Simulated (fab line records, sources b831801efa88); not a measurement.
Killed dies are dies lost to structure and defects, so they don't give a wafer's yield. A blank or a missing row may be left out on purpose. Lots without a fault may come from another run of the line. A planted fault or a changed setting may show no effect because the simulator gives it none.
fab line records | flow gf180mcu
record lots=24 wafers=72 last_day=34
route steps=602 shown STI@16 POLY_GATE@170 CONTACT@301 M1@315 V1@349 V2@383
lots that met no fault: from a run of the same line without faults
start_h: hours from the record's first day to the start of the lot's first wafer shown | wait_h: hours since the lot's step before | " the same as in the row above | L1.1+2: a row that stands for several wafers | - no value, or no start given | * or withheld: withheld | < > ~ a bound
route shown NAME@n: a module of which the file shows steps, and the number in the route of the first | usual: mean/standard deviation of fault-free wafers | same: alike in all rows | chamber/n: place in a boat | sites: the reading at each site | _std_site: their standard deviation | _edge_site: outer sites' mean less inner sites' | radius_mm: how far each site lies from the wafer's centre | mask NAME#n: copy n | behind: the tool/chamber that last shaped the wafer | hold: why the lot was held/for how many hours/how that ended | device: the transistor (n, p or np) that didn't switch | end of line: the same wafers' tests at the end of the route | a step without rows: its recipe alone | killed: dies lost to structure and defects at the first sort, not the wafer's yield | map: a wafer's dies, x killed, . not, _ none there
set.NAME: the setting as run; set.NAME@STEP: as run at that earlier step | model.NAME: the simulator's own value behind a step, which no gauge read
steps of the route over a sample of lots; a table a step, a row a wafer
services: from which hour (start_h, from the record's first day; less than 0 if before it) a tool's chamber was out of use, for how many hours, and why
## steps
# step GF_STI_STRIP_15
# recipe chemistry=O2/N2 power_w=1400 pressure_mtorr=1500 platen_temp_c=250 o2_flow_sccm=3000 n2_flow_sccm=300 overash_fraction=0.5
# usual drypump_motor_current_A=5.94/0.24 heater_power_w=333/45 oes_product_au=0.383/0.0047 strip_time_to_endpoint_s=3.71/0.039
# columns lot.wafer tool chamber start_h wait_h drypump_motor_current_A heater_power_w oes_product_au rf_hours_counter_h strip_time_to_endpoint_s
L074.3 plasma_asher-01 1 30.19 0.1 5.99 349 0.384 - 3.73
L074.4 " 0 " " 5.70 308 0.391 - 3.72
L074.5 " 0 " " 5.69 307 0.381 - 3.76
L075.2 plasma_asher-02 1 30.43 0.0 6.20 298 0.379 38 3.76
L075.4 " 1 " " 6.20 303 0.384 - 3.76
L075.5 " 0 " " 5.91 405 0.392 - 3.65
L076.1 plasma_asher-02 1 37.76 0.0 6.22 298 0.382 39 3.71
L076.4 " 0 " " 5.91 401 0.385 - 3.70
L076.6 " 1 " " 6.23 299 0.375 - 3.77
L077.1 plasma_asher-04 0 40.68 0.0 5.54 346 0.387 38 3.71
L077.2 " 1 " " 6.26 276 0.384 38 3.72
L077.5 " 0 " " 5.54 354 0.383 - 3.69
L078.2 plasma_asher-01 1 45.78 0.0 6.05 362 0.388 24 3.72
L078.4 " 0 " " 5.67 307 0.382 - 3.74
L078.6 " 1 " " 6.02 344 0.386 - 3.74
L079.3 plasma_asher-04 0 50.87 0.1 5.56 354 0.379 - 3.70
L079.4 " 1 " " 6.25 273 0.390 - 3.72
L079.5 " 1 " " 6.26 267 0.377 - 3.68
L080.1 plasma_asher-02 1 56.18 0.0 6.18 302 0.381 40 3.65
L080.5 " 0 " " 5.92 408 0.382 - 3.62
L080.6 " 1 " " 6.20 297 0.386 - 3.68
L081.2 plasma_asher-04 0 61.98 0.0 5.57 346 0.395 40 3.72
L081.4 " 1 " " 6.25 269 0.383 - 3.69
L081.5 " 0 " " 5.57 345 0.385 - 3.76
L082.1 plasma_asher-01 0 66.37 0.0 5.70 304 0.388 26 3.71
L082.3 " 0 " " 5.70 307 0.389 - 3.74
L082.4 " 1 " " 6.03 358 0.380 - 3.75
L083.2 plasma_asher-01 1 72.87 0.0 6.03 339 0.381 27 3.69
L083.5 " 0 " " 5.71 305 0.383 - 3.68
L083.6 " 1 " " 6.03 351 0.384 - 3.66
L084.1 plasma_asher-01 0 82.81 0.0 5.73 307 0.381 28 3.70
L084.3 " 1 " " 5.98 359 0.386 - 3.73
L084.6 " 1 " " 5.98 358 0.382 - 3.67
L085.2 plasma_asher-02 1 82.98 0.0 6.20 298 0.387 43 3.74
L085.4 " 0 " " 5.88 407 0.379 - 3.70
L085.5 " 0 " " 5.95 401 0.388 - 3.78
L086.1 plasma_asher-01 0 91.02 0.0 5.71 312 0.388 29 3.67
L086.3 " 0 " " 5.69 313 0.385 - 3.78
L086.4 " 1 " " 6.03 360 0.392 - 3.72
L087.1 plasma_asher-02 1 95.61 0.0 6.19 307 0.389 45 3.68
L087.4 " 0 " " 5.90 410 0.380 - 3.61
L087.5 " 0 " " 5.93 408 0.381 - 3.67
L088.2 plasma_asher-01 0 102.67 0.0 5.71 304 0.377 30 3.64
L088.3 " 0 " " 5.68 308 0.376 - 3.70
L088.6 " 1 " " 6.05 354 0.383 - 3.67
L089.2 plasma_asher-02 0 103.08 0.0 5.96 417 0.386 45 3.71
L089.3 " 1 " " 6.19 297 0.380 - 3.68
L089.5 " 1 " " 6.20 309 0.384 - 3.70
L090.2 plasma_asher-04 1 107.73 0.0 6.25 268 0.383 44 3.73
L090.4 " 0 " " 5.58 341 0.390 - 3.71
L090.5 " 0 " " 5.58 346 0.389 - 3.69
L091.1 plasma_asher-01 0 112.67 0.0 5.72 306 0.382 31 3.67
L091.2 " 1 " " 6.03 348 0.383 31 3.75
L091.5 " 1 " " 6.00 361 0.387 - 3.68
L092.3 plasma_asher-02 1 118.26 0.1 6.17 287 0.381 - 3.70
L092.4 " 0 " " 5.93 404 0.385 - 3.71
L092.6 " 0 " " 5.94 406 0.387 - 3.73
L093.1 plasma_asher-04 1 122.93 0.0 6.25 268 0.387 47 3.72
L093.5 " 1 " " 6.26 277 0.385 - 3.80
L093.6 " 0 " " 5.55 355 0.387 - 3.72
L094.2 plasma_asher-01 1 128.43 0.0 5.99 355 0.384 32 3.64
L094.5 " 1 " " 5.99 361 0.382 - 3.68
L094.6 " 0 " " 5.68 309 0.389 - 3.66
L095.2 plasma_asher-02 1 133.33 0.0 6.15 294 0.384 2 3.69
L095.4 " 0 " " 5.93 411 0.382 - 3.65
L095.6 " 0 " " 5.94 406 0.379 - 3.68
L096.3 plasma_asher-04 1 140.56 0.1 6.24 270 0.393 - 3.78
L096.4 " 0 " " 5.54 349 0.376 - 3.71
L096.5 " 0 " " 5.53 347 0.379 - 3.70
L097.1 plasma_asher-02 0 147.67 0.0 5.92 413 0.389 3 3.74
L097.4 " 0 " " 5.87 417 0.380 - 3.64
L097.5 " 0 " " 5.91 406 0.379 - 3.68
# step GF_POLY_GATE_ETCH_13
# recipe target=poly-Si target_depth_nm=198.5 stop_on=SiO2 over_etch_frac=0.403 chemistry=HBr/Cl2 icp_w=400 bias_w=100 pressure_mtorr=10 HBr_flow_sccm=150 Cl2_flow_sccm=50 time_s=69.6
# usual drypump_motor_current_A=5.7/0.33 oes_product_au=0.990/0.0083 throttle_valve_pct=33.684/0.0095
# columns lot.wafer tool chamber start_h wait_h drypump_motor_current_A oes_product_au rf_hours_counter_h throttle_valve_pct
L075.2 rie_si-01 2 199.24 - 5.0 0.990 1 33.696
L075.4 " 1 " " 5.7 0.980 61 33.687
L075.5 " 0 " " 5.7 0.975 - 33.665
L074.3 rie_si-02 3 201.10 - 6.0 0.983 2 33.680
L074.4 " 2 " " 5.6 0.983 62 33.695
L074.5 " 3 " " 6.0 0.984 - 33.692
L076.1 rie_si-01 3 207.71 - 6.0 0.980 63 33.685
L076.4 " 1 " " 5.7 0.990 61 33.664
L076.6 " 2 " " 5.0 0.998 - 33.674
L077.1 rie_si-01 2 213.14 - 5.0 0.983 1 33.682
L077.2 " 3 " " 6.0 0.970 63 33.683
L077.5 " 2 " " 5.0 0.997 - 33.678
L078.2 rie_si-01 0 218.95 - 5.8 0.982 3 33.690
L078.4 " 2 " " 5.0 0.993 1 33.689
L078.6 " 1 " " 5.8 0.995 - 33.690
L079.3 rie_si-01 2 223.36 - 5.0 0.978 1 33.662
L079.4 " 3 " " 6.0 0.983 63 33.681
L079.5 " 3 " " 6.0 0.983 - 33.684
L080.1 rie_si-02 0 235.51 - 5.9 0.997 0 33.675
L080.5 " 0 " " 6.0 0.993 - 33.696
L080.6 " 1 " " 5.3 0.989 - 33.678
L082.1 rie_si-02 1 253.09 - 5.3 0.991 49 33.685
L082.3 " 0 " " 6.0 0.990 0 33.684
L082.4 " 2 " " 5.6 0.987 63 33.693
L081.2 rie_si-01 3 253.76 - 6.0 0.991 63 33.681
L081.4 " 2 " " 5.0 0.982 1 33.691
L081.5 " 0 " " 5.8 0.982 - 33.672
L083.2 rie_si-02 0 271.24 - 6.0 0.988 0 33.672
L083.5 " 1 " " 5.3 0.989 - 33.679
L083.6 " 0 " " 6.0 0.990 - 33.686
L085.2 rie_si-02 0 280.30 - 6.0 0.997 1 33.687
L085.4 " 1 " " 5.3 0.999 50 33.674
L085.5 " 3 " " 5.9 1.005 - 33.662
L084.1 rie_si-02 2 280.65 - 5.7 0.989 63 33.681
L084.3 " 0 " " 6.0 0.976 1 33.692
L084.6 " 3 " " 6.0 0.994 - 33.676
L086.1 rie_si-02 3 284.96 - 6.0 1.003 3 33.683
L086.3 " 1 " " 5.3 0.996 50 33.684
L086.4 " 0 " " 6.0 0.992 1 33.691
L087.1 rie_si-02 2 291.49 - 5.6 0.989 63 33.683
L087.4 " 3 " " 6.0 0.994 3 33.685
L087.5 " 1 " " 5.3 0.994 - 33.673
L088.2 rie_si-02 1 300.00 - 5.3 1.005 50 33.679
L088.3 " 0 " " 5.9 1.018 1 33.679
L088.6 " 3 " " 6.0 1.021 - 33.687
L089.2 rie_si-01 1 300.86 - 5.7 0.993 61 33.691
L089.3 " 0 " " 5.8 0.990 3 33.689
L089.5 " 2 " " 5.0 0.991 - 33.699
L090.2 rie_si-01 1 305.96 - 5.7 0.989 61 33.679
L090.4 " 0 " " 5.8 0.975 3 33.691
L090.5 " 2 " " 5.0 0.996 - 33.677
L091.1 rie_si-02 3 311.79 - 6.0 0.999 3 33.686
L091.2 " 2 " " 5.6 0.994 63 33.683
L091.5 " 0 " " 6.0 0.996 - 33.675
L092.3 rie_si-02 0 325.76 - 6.0 0.997 1 33.683
L092.4 " 1 " " 5.3 0.993 50 33.675
L092.6 " 1 " " 5.3 0.989 - 33.683
L093.1 rie_si-01 0 337.06 - 5.8 0.980 4 33.671
L093.5 " 2 " " 5.0 0.991 - 33.698
L093.6 " 1 " " 5.7 0.988 - 33.676
L094.2 rie_si-02 0 345.70 - 6.0 0.990 1 33.670
L094.5 " 0 " " 6.0 1.005 - 33.682
L094.6 " 3 " " 6.0 0.998 - 33.681
L096.3 rie_si-01 2 356.35 - 5.0 0.989 2 33.665
L096.4 " 3 " " 6.0 0.985 64 33.664
L096.5 " 2 " " 5.0 0.997 - 33.688
L095.2 rie_si-02 0 356.40 - 5.9 0.989 2 33.698
L095.4 " 3 " " 6.0 0.996 4 33.690
L095.6 " 2 " " 5.6 0.993 - 33.683
L097.1 rie_si-02 2 377.50 - 5.6 0.986 64 33.691
L097.4 " 1 " " 5.3 1.000 51 33.684
L097.5 " 3 " " 6.0 0.992 - 33.679
# step GF_CONTACT_CD_MEAS_14
# recipe target_cd_nm=220
# usual cd_nm=220.1/1.6
# columns lot.wafer tool chamber start_h wait_h cd_nm
L075.2 cd_sem-02 - 362.87 0.1 219.4
L075.4 " - " " 220.2
L075.5 " - " " 219.7
L074.3 cd_sem-02 - 364.47 0.1 220.3
L074.4 " - " " 220.2
L074.5 " - " " 221.9
L076.1 cd_sem-01 - 375.50 0.1 218.4
L076.4 " - " " 217.7
L076.6 " - " " 218.4
L077.1 cd_sem-01 - 380.98 0.1 221.6
L077.2 " - " " 221.4
L077.5 " - " " 221.1
L078.2 cd_sem-02 - 388.00 0.1 219.7
L078.4 " - " " 219.2
L078.6 " - " " 219.6
L079.3 cd_sem-01 - 394.87 0.2 221.6
L079.4 " - " " 220.9
L079.5 " - " " 222.4
L080.1 cd_sem-01 - 408.83 0.1 220.4
L080.5 " - " " 220.6
L080.6 " - " " 220.1
L081.2 cd_sem-01 - 432.05 0.1 223.4
L081.4 " - " " 224.8
L081.5 " - " " 222.6
L082.1 cd_sem-02 - 435.73 0.1 221.0
L082.3 " - " " 219.7
L082.4 " - " " 221.1
L083.2 cd_sem-02 - 457.11 0.1 222.2
L083.5 " - " " 221.3
L083.6 " - " " 220.9
L085.2 cd_sem-02 - 465.05 0.1 220.5
L085.4 " - " " 221.0
L085.5 " - " " 220.7
L084.1 cd_sem-02 - 467.88 0.1 221.2
L084.3 " - " " 222.0
L084.6 " - " " 221.2
L086.1 cd_sem-02 - 472.02 0.1 217.3
L086.3 " - " " 216.9
L086.4 " - " " 217.4
L087.1 cd_sem-01 - 481.37 0.1 220.5
L087.4 " - " " 220.7
L087.5 " - " " 221.4
L088.2 cd_sem-02 - 490.46 0.1 219.2
L088.3 " - " " 219.2
L088.6 " - " " 218.3
L089.2 cd_sem-01 - 491.65 0.1 221.0
L089.3 " - " " 220.5
L089.5 " - " " 221.3
L090.2 cd_sem-01 - 496.35 0.1 220.0
L090.4 " - " " 219.8
L090.5 " - " " 219.8
L091.1 cd_sem-02 - 505.44 0.1 219.9
L091.2 " - " " 219.1
L091.5 " - " " 220.2
L092.3 cd_sem-02 - 515.41 0.1 218.2
L092.4 " - " " 219.8
L092.6 " - " " 220.8
L093.1 cd_sem-01 - 532.03 0.1 220.3
L093.5 " - " " 219.8
L093.6 " - " " 218.8
L094.2 cd_sem-02 - 540.71 0.1 218.7
L094.5 " - " " 216.5
L094.6 " - " " 218.1
L096.3 cd_sem-01 - 551.56 0.1 221.7
L096.4 " - " " 220.4
L096.5 " - " " 219.8
L095.2 cd_sem-02 - 552.19 0.1 217.4
L095.4 " - " " 217.6
L095.6 " - " " 217.3
L097.1 cd_sem-02 - 573.07 0.1 219.3
L097.4 " - " " 218.7
L097.5 " - " " 219.6
# step GF_M1_SPUTTER_00
# recipe material=Ti target_thk_nm=37.5 arriving_ion_energy_ev=80 substrate_temp_c=200 chamber_pressure_pa=2 power_w=4000 time_s=150
# usual throttle_valve_pct=29.9/1.1
# columns lot.wafer tool chamber start_h wait_h throttle_valve_pct
L075.2 pvd_sputter-01 - 364.14 0.1 28.6
L075.4 " - " " 32.1
L075.5 " - " " 30.7
L074.3 pvd_sputter-02 - 365.73 0.1 29.4
L074.4 " - " " 31.3
L074.5 " - " " 29.2
L076.1 pvd_sputter-04 - 376.88 0.1 31.4
L076.4 " - " " 31.1
L076.6 " - " " 29.9
L077.1 pvd_sputter-01 - 382.38 0.2 28.7
L077.2 " - " " 31.7
L077.5 " - " " 28.8
L078.2 pvd_sputter-01 - 389.40 0.2 28.7
L078.4 " - " " 30.4
L078.6 " - " " 28.5
L079.3 pvd_sputter-02 - 396.28 0.2 29.2
L079.4 " - " " 28.5
L079.5 " - " " 28.9
L080.1 pvd_sputter-01 - 410.23 0.1 32.0
L080.5 " - " " 29.0
L080.6 " - " " 31.6
L081.2 pvd_sputter-02 - 433.34 0.1 28.7
L081.4 " - " " 29.3
L081.5 " - " " 28.5
L082.1 pvd_sputter-02 - 437.02 0.1 28.1
L082.3 " - " " 29.4
L082.4 " - " " 28.5
L083.2 pvd_sputter-02 - 458.53 0.2 31.2
L083.5 " - " " 28.4
L083.6 " - " " 29.5
L085.2 pvd_sputter-01 - 466.33 0.1 29.4
L085.4 " - " " 30.4
L085.5 " - " " 30.5
L084.1 pvd_sputter-02 - 469.19 0.1 28.3
L084.3 " - " " 28.8
L084.6 " - " " 31.2
L086.1 pvd_sputter-02 - 473.34 0.1 29.5
L086.3 " - " " 28.2
L086.4 " - " " 29.0
L087.1 pvd_sputter-02 - 482.69 0.1 29.5
L087.4 " - " " 29.1
L087.5 " - " " 29.3
L088.2 pvd_sputter-02 - 491.76 0.1 31.1
L088.3 " - " " 28.6
L088.6 " - " " 29.6
L089.2 pvd_sputter-01 - 492.95 0.2 30.8
L089.3 " - " " 29.2
L089.5 " - " " 31.5
L090.2 pvd_sputter-01 - 497.74 0.2 28.5
L090.4 " - " " 29.3
L090.5 " - " " 30.5
L091.1 pvd_sputter-04 - 506.75 0.2 31.3
L091.2 " - " " 29.0
L091.5 " - " " 29.5
L092.3 pvd_sputter-01 - 516.68 0.1 29.5
L092.4 " - " " 29.3
L092.6 " - " " 31.8
L093.1 pvd_sputter-04 - 533.33 0.2 31.2
L093.5 " - " " 31.4
L093.6 " - " " 29.9
L094.2 pvd_sputter-01 - 542.01 0.1 28.8
L094.5 " - " " 28.5
L094.6 " - " " 31.5
L096.3 pvd_sputter-01 - 552.82 0.2 30.5
L096.4 " - " " 28.8
L096.5 " - " " 28.3
L095.2 pvd_sputter-04 - 553.55 0.2 29.5
L095.4 " - " " 31.0
L095.6 " - " " 29.4
L097.1 pvd_sputter-04 - 574.37 0.1 29.6
L097.4 " - " " 31.4
L097.5 " - " " 29.7
# step GF_V1_CD_MEAS_14
# recipe target_cd_nm=260
# usual cd_nm=260.4/1.3
# columns lot.wafer tool chamber start_h wait_h cd_nm
L075.2 cd_sem-02 - 411.65 0.1 260.8
L075.4 " - " " 260.4
L075.5 " - " " 260.3
L074.3 cd_sem-02 - 412.62 0.1 260.5
L074.4 " - " " 261.7
L074.5 " - " " 261.7
L076.1 cd_sem-01 - 424.40 0.1 260.1
L076.4 " - " " 261.2
L076.6 " - " " 259.5
L077.1 cd_sem-02 - 430.29 0.1 261.0
L077.2 " - " " 260.3
L077.5 " - " " 260.8
L078.2 cd_sem-02 - 437.02 0.1 260.5
L078.4 " - " " 262.1
L078.6 " - " " 260.6
L079.3 cd_sem-02 - 445.94 0.1 260.6
L079.4 " - " " 261.2
L079.5 " - " " 261.9
L080.1 cd_sem-02 - 460.30 0.1 260.4
L080.5 " - " " 260.4
L080.6 " - " " 260.8
L081.2 cd_sem-01 - 483.82 0.1 260.6
L081.4 " - " " 260.2
L081.5 " - " " 259.9
L082.1 cd_sem-01 - 486.74 0.1 260.4
L082.3 " - " " 260.9
L082.4 " - " " 261.5
L083.2 cd_sem-01 - 507.52 0.1 259.6
L083.5 " - " " 259.4
L083.6 " - " " 258.3
L085.2 cd_sem-02 - 514.44 0.1 259.6
L085.4 " - " " 260.0
L085.5 " - " " 258.9
L084.1 cd_sem-01 - 518.10 0.1 256.6
L084.3 " - " " 258.3
L084.6 " - " " 259.2
L086.1 cd_sem-01 - 521.75 0.1 258.4
L086.3 " - " " 257.9
L086.4 " - " " 258.9
L087.1 cd_sem-02 - 531.44 0.1 262.1
L087.4 " - " " 261.2
L087.5 " - " " 262.4
L088.2 cd_sem-02 - 539.14 0.1 260.0
L088.3 " - " " 260.7
L088.6 " - " " 260.8
L089.2 cd_sem-01 - 539.72 0.1 259.5
L089.3 " - " " 259.6
L089.5 " - " " 260.2
L090.2 cd_sem-02 - 544.06 0.1 262.6
L090.4 " - " " 261.5
L090.5 " - " " 262.5
L091.1 cd_sem-01 - 554.29 0.1 261.5
L091.2 " - " " 261.0
L091.5 " - " " 262.2
L092.3 cd_sem-02 - 564.08 0.1 260.7
L092.4 " - " " 261.8
L092.6 " - " " 260.8
L093.1 cd_sem-01 - 579.00 0.1 262.2
L093.5 " - " " 262.2
L093.6 " - " " 262.0
L094.2 cd_sem-01 - 587.66 0.1 259.5
L094.5 " - " " 259.8
L094.6 " - " " 260.5
L096.3 cd_sem-02 - 597.23 0.1 261.6
L096.4 " - " " 260.7
L096.5 " - " " 260.6
L095.2 cd_sem-01 - 598.66 0.1 261.5
L095.4 " - " " 260.8
L095.6 " - " " 260.3
L097.1 cd_sem-01 - 617.82 0.1 257.5
L097.4 " - " " 258.1
L097.5 " - " " 257.8
# step GF_V2_THK_MEAS_01
# recipe reads=SiO2_of_V2_CVD_00
# usual V2_CVD_00_THK=601/6.1
# columns lot.wafer tool chamber start_h wait_h V2_CVD_00_THK[nm]
L075.2 film_metro-01 - 438.25 0.0 598
L075.4 " - " " 598
L075.5 " - " " 599
L074.3 film_metro-04 - 439.39 0.1 595
L074.4 " - " " 597
L074.5 " - " " 594
L076.1 film_metro-01 - 451.23 0.0 591
L076.4 " - " " 588
L076.6 " - " " 600
L077.1 film_metro-04 - 457.74 0.0 603
L077.2 " - " " 594
L077.5 " - " " 606
L078.2 film_metro-01 - 463.14 0.0 596
L078.4 " - " " 591
L078.6 " - " " 598
L079.3 film_metro-03 - 472.36 0.1 606
L079.4 " - " " 597
L079.5 " - " " 604
L080.1 film_metro-04 - 487.48 0.0 610
L080.5 " - " " 597
L080.6 " - " " 612
L081.2 film_metro-03 - 509.61 0.0 598
L081.4 " - " " 607
L081.5 " - " " 598
L082.1 film_metro-01 - 511.82 0.0 604
L082.3 " - " " 611
L082.4 " - " " 602
L083.2 film_metro-04 - 533.29 0.0 597
L083.5 " - " " 603
L083.6 " - " " 607
L085.2 film_metro-04 - 540.04 0.0 596
L085.4 " - " " 612
L085.5 " - " " 594
L084.1 film_metro-04 - 543.66 0.0 605
L084.3 " - " " 601
L084.6 " - " " 599
L086.1 film_metro-04 - 547.26 0.0 605
L086.3 " - " " 595
L086.4 " - " " 611
L087.1 film_metro-01 - 556.28 0.0 610
L087.4 " - " " 596
L087.5 " - " " 604
L088.2 film_metro-01 - 564.28 0.0 596
L088.3 " - " " 594
L088.6 " - " " 598
L089.2 film_metro-01 - 564.50 0.0 594
L089.3 " - " " 611
L089.5 " - " " 595
L090.2 film_metro-03 - 568.88 0.0 601
L090.4 " - " " 606
L090.5 " - " " 599
L091.1 film_metro-03 - 578.12 0.0 599
L091.2 " - " " 594
L091.5 " - " " 605
L092.3 film_metro-01 - 588.20 0.1 591
L092.4 " - " " 606
L092.6 " - " " 599
L093.1 film_metro-03 - 602.45 0.0 604
L093.5 " - " " 599
L093.6 " - " " 588
L094.2 film_metro-03 - 611.82 0.0 599
L094.5 " - " " 606
L094.6 " - " " 601
L096.3 film_metro-01 - 620.30 0.1 601
L096.4 " - " " 600
L096.5 " - " " 607
L095.2 film_metro-01 - 621.86 0.0 604
L095.4 " - " " 602
L095.6 " - " " 607
L097.1 film_metro-03 - 640.76 0.0 603
L097.4 " - " " 599
L097.5 " - " " 599
## services
# columns tool chamber start_h hours kind
pvd_sputter-02 - 23.14 1.1 repair
rie_si-02 - 35.25 0.2 repair
rie_si-02 1 78.48 5.8 repair
plasma_asher-02 - 101.37 1.5 repair
pvd_sputter-01 - 104.90 0.8 repair
pvd_sputter-02 - 107.06 2.8 repair
plasma_asher-02 - 108.75 9.0 pm
plasma_asher-01 - 155.29 2.8 pm
plasma_asher-01 - 178.88 4.6 repair
rie_si-01 1 246.96 3.8 repair
rie_si-02 0 255.81 2.5 repair
rie_si-01 - 279.71 14.6 pm
rie_si-02 - 291.86 0.1 repair
rie_si-02 - 307.89 0.9 repair
rie_si-02 1 309.39 5.4 repair
rie_si-02 1 315.57 2.8 repair
rie_si-02 - 319.33 0.4 repair
rie_si-01 3 335.07 3.9 repair
pvd_sputter-01 - 349.07 1.8 repair
rie_si-02 0 415.85 7.2 repair
rie_si-02 0 468.89 9.4 repair
rie_si-01 - 487.07 2.8 pm
rie_si-01 2 490.84 13.3 repair
rie_si-01 0 515.43 3.4 repair
## key
fault none
